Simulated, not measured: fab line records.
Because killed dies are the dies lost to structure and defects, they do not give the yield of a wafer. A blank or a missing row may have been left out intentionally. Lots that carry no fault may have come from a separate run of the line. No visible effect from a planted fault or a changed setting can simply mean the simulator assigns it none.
What tool caused it? | flow sky130 | 15 lots (45 wafers sampled), 1 step of a 708-step route

== WHAT THE GAUGES READ, wafer by wafer ==
The record lacks any reading of a measuring or inspecting step that a usual standard deviation could be used to judge.

== WHICH TOOL RAN EACH LOT (tool, then ch and the chambers of the sampled wafers, then the start) ==
lot  | SKY_NWELL_EXPOSE_07
L679 | iline stepper-01 ch 0, day 4 11:55
L680 | iline stepper-02 ch 0, day 4 18:06
L681 | iline stepper-01 ch 0, day 4 23:06
L682 | iline stepper-01 ch 0, day 5 02:30
L683 | iline stepper-01 ch 0, day 5 10:55
L684 | iline stepper-01 ch 0, day 5 15:39
L685 | iline stepper-02 ch 0, day 5 18:10
L687 | iline stepper-01 ch 0, day 6 10:19
L688 | iline stepper-02 ch 0, day 6 14:13
L689 | iline stepper-02 ch 0, day 6 19:23
L691 | iline stepper-01 ch 0, day 7 08:55
L698 | iline stepper-01, day 9 01:33
L699 | iline stepper-02, day 9 08:50
L700 | iline stepper-02, day 9 13:25
L701 | iline stepper-01 ch 0, day 9 19:00
- SKY_NWELL_EXPOSE_07: exposes mask NWM, target cd 840 nm.

== WHAT THE TOOLS THEMSELVES READ (means of the sampled wafers that have a number; where no wafer has one, the mark that the record gives instead) ==
SKY_NWELL_EXPOSE_07.
lot  | tool             | exposure dose mJ cm2 | focus offset nm (nm)
L679 | iline stepper-01 | 254.89               | 0.4
L680 | iline stepper-02 | 255.17               | 0.0
L681 | iline stepper-01 | 254.98               | 0.6
L682 | iline stepper-01 | 254.86               | -0.3
L683 | iline stepper-01 | 255.25               | 0.2
L684 | iline stepper-01 | 255.26               | 0.4
L685 | iline stepper-02 | 254.96               | 0.3
L687 | iline stepper-01 | 254.92               | 0.5
L688 | iline stepper-02 | 254.95               | 0.0
L689 | iline stepper-02 | 255.30               | 0.2
L691 | iline stepper-01 | 255.06               | 1.2
L698 | iline stepper-01 | -                    | -
L699 | iline stepper-02 | -                    | -
L700 | iline stepper-02 | -                    | -
L701 | iline stepper-01 | 255.28               | 0.1

== THE ANSWER, worked out from the rows above alone ==
Rule: the lots themselves supply what counts as usual. Put in order of their means at a reading, lots are off if they are a third of the lots or fewer, leave a main group of 4 or more, and stand apart from it by a gap of 3 or more times the standard deviation of the main group's means; of several such gaps the widest counts. A main group is skipped when, at the precision printed for the reading in the tables above, its means are all equal. A lot without any number at a reading at which 4 lots or more have one is off too. The other lots that the step has rows for count as sound. First the gauges in route order, then the tools' own readings, where a lot's mean is used as printed above. The first step at which some lot is off is used, and at that step the reading that is off furthest; a lot without a number counts as furthest.
Off at SKY_NWELL_EXPOSE_07 (exposure dose mJ cm2): L698, L699, L700. Without a number there: L698, L699, L700. The main group: mean 255.07, standard deviation 0.16.
A tool fits if, at that step or a process step before it, it ran every lot that is off, and no sound lot after the first of them. None of those tried fits.

== WHAT WAS PUT IN BY THE SIMULATOR ==
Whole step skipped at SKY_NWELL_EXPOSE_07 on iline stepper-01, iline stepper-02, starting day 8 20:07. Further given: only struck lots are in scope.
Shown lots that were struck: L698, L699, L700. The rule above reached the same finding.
